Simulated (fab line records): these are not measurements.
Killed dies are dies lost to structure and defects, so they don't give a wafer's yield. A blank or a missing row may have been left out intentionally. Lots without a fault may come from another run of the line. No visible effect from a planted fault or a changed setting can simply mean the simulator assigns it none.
Which tool did it? | flow gf180mcu | Sampling: 13 lots, 39 wafers, 5 of 602 route steps

## WHAT EACH GAUGE READ, for each wafer
GF_HV_LDD_OVL_MEAS_08.
lot  | measured     | on         | HV_LDD_OVL (nm)
L584 | day 10 07:13 | overlay-01 | 2.4 3.2 4.6
L585 | day 10 11:13 | overlay-02 | 1.0 1.1 -0.4
L586 | day 10 18:38 | overlay-01 | 3.0 1.1 2.4
L587 | day 11 08:28 | overlay-01 | -1.0 -0.6 0.0
L588 | day 11 11:17 | overlay-01 | 2.2 2.2 2.4
L591 | day 11 23:52 | overlay-02 | 0.5 -0.8 0.1
L592 | day 12 11:56 | overlay-01 | 0.9 2.3 1.5
L595 | day 13 09:50 | overlay-02 | -0.2 -0.4 0.3
L596 | day 13 17:43 | overlay-02 | 1.7 2.0 2.0
L598 | day 14 06:41 | overlay-01 | 0.4 0.7 1.2
L602 | day 15 16:53 | overlay-01 | -0.6 1.9 1.0
L604 | day 16 01:32 | overlay-01 | 1.4 1.6 -0.4
L605 | day 16 17:13 | overlay-02 | -0.9 -0.4 -1.2

GF_HV_LDD_TW_MEAS_38.
lot  | measured     | on            | HV_LDD_3_TW
L584 | day 11 21:38 | film metro-03 | 1437 1454 1453
L585 | day 12 02:12 | film metro-04 | 1431 1426 1430
L586 | day 12 09:33 | film metro-04 | 1426 1431 1430
L587 | day 12 23:31 | film metro-03 | 1425 1424 1426
L588 | day 13 02:41 | film metro-03 | 1438 1438 1440
L591 | day 13 16:38 | film metro-03 | 1439 1441 1437
L592 | day 14 04:59 | film metro-04 | 1437 1431 1440
L595 | day 15 03:53 | film metro-04 | 1443 1434 1437
L596 | day 15 12:29 | film metro-03 | 1438 1442 1438
L598 | day 16 02:35 | film metro-04 | 1426 1438 1440
L602 | day 17 14:28 | film metro-04 | 1436 1438 1432
L604 | day 18 00:25 | film metro-04 | 1594 1592 1592
L605 | day 18 17:31 | film metro-04 | 1599 1596 1590

GF_HV_LDD_RS_MEAS_53: measures by four-point-probe.
lot  | measured     | on            | HV_LDD_RS (ohm/sq)
L584 | day 12 17:16 | film metro-01 | 417.8 419.3 419.4
L585 | day 12 21:48 | film metro-04 | 418.5 419.6 418.3
L586 | day 13 06:11 | film metro-04 | 417.7 417.2 418.6
L587 | day 13 19:50 | film metro-03 | 419.0 418.4 419.2
L588 | day 13 23:25 | film metro-04 | 419.7 418.5 419.4
L591 | day 14 13:34 | film metro-01 | 419.2 418.7 418.4
L592 | day 15 02:35 | film metro-04 | 417.8 417.6 417.6
L595 | day 16 02:17 | film metro-04 | 417.9 417.8 417.8
L596 | day 16 10:07 | film metro-03 | 417.6 418.2 418.7
L598 | day 17 01:10 | film metro-03 | 417.8 417.0 418.7
L602 | day 18 14:05 | film metro-04 | 417.0 418.2 418.2
L604 | day 19 00:54 | film metro-03 | 441.6 440.0 439.5
L605 | day 19 18:29 | film metro-03 | 438.7 438.6 438.3

GF_PSD_CD_MEAS_07: the cd target is 400 nm.
lot  | measured     | on        | cd nm (nm)
L584 | day 14 13:53 | cd sem-01 | 401.3 400.9 402.8
L585 | day 14 17:52 | cd sem-01 | 400.4 401.1 400.7
L586 | day 15 02:49 | cd sem-02 | 400.4 400.9 399.7
L587 | day 15 15:49 | cd sem-02 | 395.7 396.7 397.0
L588 | day 15 20:37 | cd sem-02 | 400.8 402.2 403.1
L591 | day 16 10:49 | cd sem-02 | 400.6 401.2 401.6
L592 | day 17 01:48 | cd sem-01 | 402.5 400.9 401.7
L595 | day 18 04:17 | cd sem-02 | 400.2 400.6 400.8
L596 | day 18 10:32 | cd sem-01 | 397.2 395.2 397.1
L598 | day 19 03:50 | cd sem-01 | 401.9 399.0 400.8
L602 | day 20 17:23 | cd sem-01 | 399.1 398.5 401.3
L604 | day 21 04:32 | cd sem-02 | 399.1 399.0 396.8
L605 | day 21 22:08 | cd sem-01 | 400.7 399.2 398.7

## TOOL THAT RAN EACH LOT (tool first, then ch and the chambers of the sampled wafers, then the start)
lot  | GF_HV_LDD_IMPLANT_34
L584 | implanter-03 ch 0, day 11 21:05
L585 | implanter-03 ch 0, day 12 01:34
L586 | implanter-03 ch 0, day 12 09:00
L587 | implanter-03 ch 0, day 12 22:58
L588 | implanter-01 ch 0, day 13 02:08
L591 | implanter-03 ch 0, day 13 16:05
L592 | implanter-04 ch 0, day 14 04:28
L595 | implanter-04 ch 0, day 15 03:20
L596 | implanter-03 ch 0, day 15 11:56
L598 | implanter-01 ch 0, day 16 02:02
L602 | implanter-03 ch 0, day 17 13:55
L604 | implanter-01 ch 0, day 17 23:52
L605 | implanter-01 ch 0, day 18 16:59
- GF_HV_LDD_IMPLANT_34

## WHAT THE TOOLS THEMSELVES READ (means of the sampled wafers that have a number; where no wafer has one, the mark that the record gives instead)
The record holds no such reading with a usual standard deviation.

## THE ANSWER, worked out from the rows above alone
Rule: the lots themselves supply what counts as usual. The widest of any qualifying gaps counts: lots, ordered by their means at a reading, are off when they make up no more than a third of the lots, leave a main group of 4 or more, and stand apart from it by 3 or more times the standard deviation of that group's means. The tables above print the reading to a certain number of digits; a main group whose means all agree to those digits is not used. A lot without any number at a reading at which 4 lots or more have one is off too. All remaining lots with rows at the step are treated as sound. After the gauges, taken in route order, come the tools' own readings; for these a lot's mean is taken, as printed above. At the first step where some lot is off, the reading lying furthest off is the one used; lots without a number count as furthest.
Off: at GF_HV_LDD_TW_MEAS_38 (HV_LDD_3_TW), L604, L605. Mean 1436 and standard deviation 6 in the main group.
A tool fits if, at a process step before that reading, it ran every lot that is off, and no sound lot after the first of them. Not tried: the gauges at GF_HV_LDD_TW_MEAS_38; whatever is off there is also off at GF_HV_LDD_RS_MEAS_53, on other tools, and gauge error can't account for it. One candidate fits, namely implanter-01 at GF_HV_LDD_IMPLANT_34. A fault onset in the window from L598 (day 16 02:02, its last sound lot) to L604 (day 17 23:52, its first lot off) fits.

## WHAT THE SIMULATOR PUT IN
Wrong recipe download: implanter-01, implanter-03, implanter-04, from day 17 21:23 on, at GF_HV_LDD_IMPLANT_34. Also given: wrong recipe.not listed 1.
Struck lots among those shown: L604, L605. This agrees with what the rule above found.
